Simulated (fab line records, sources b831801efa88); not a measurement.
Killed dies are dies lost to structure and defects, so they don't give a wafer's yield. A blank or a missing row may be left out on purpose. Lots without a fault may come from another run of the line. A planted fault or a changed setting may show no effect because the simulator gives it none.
Chamber matching | flow sky130 | SKY_LI_CONTACT_CMP_24 on cmp-01: 4 sister chambers
The step polishes, stops on PSG, t overpolish 20 s, target thk 0 nm. 4 wafers are shown with their chamber, then 7 later ones without.

WAFERS WITH THEIR CHAMBER
wafer  | chamber | motor_current_A (A)
L374.4 | 0       | 11.6
L376.1 | 2       | 11.1
L384.3 | 1       | 11.8
L384.5 | 3       | 12.8

WAFERS WITHOUT THEIR CHAMBER
wafer  | motor_current_A (A)
L384.6 | 11.2
L385.1 | 11.0
L385.4 | 10.3
L385.6 | 10.9
L387.2 | 12.1
L387.3 | 12.5
L387.4 | 10.8

WHICH CHAMBER EACH WENT THROUGH
wafer  | from the rows above               | in truth
L384.6 | can't be placed: 2 or 0 or 1      | 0
L385.1 | can't be placed: 2 or 0 or 1      | 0
L385.4 | can't be placed: 2 or 0 or 1      | 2
L385.6 | can't be placed: 2 or 0 or 1      | 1
L387.2 | can't be placed: 1 or 0 or 3 or 2 | 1
L387.3 | can't be placed: 3 or 1 or 0      | 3
L387.4 | can't be placed: 2 or 0 or 1      | 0
Placed correctly: 0 of 7. Can't be placed from these rows: 7 (the true chamber is among the candidates in 7). Placed wrongly: 0.
How it was worked out, from the rows above alone: a wafer's distance from a chamber is the root of the sum, over the readings, of the square of ((its reading less the chamber's mean) divided by the reading's scatter). The wafer belongs to the nearest chamber; if the next one is less than 2 further off, it can't be placed. A chamber's mean is the mean of its shown wafers. The scatter: with one shown wafer a chamber, the root of the mean of the squares of how far each hidden wafer lies from its nearest shown one.
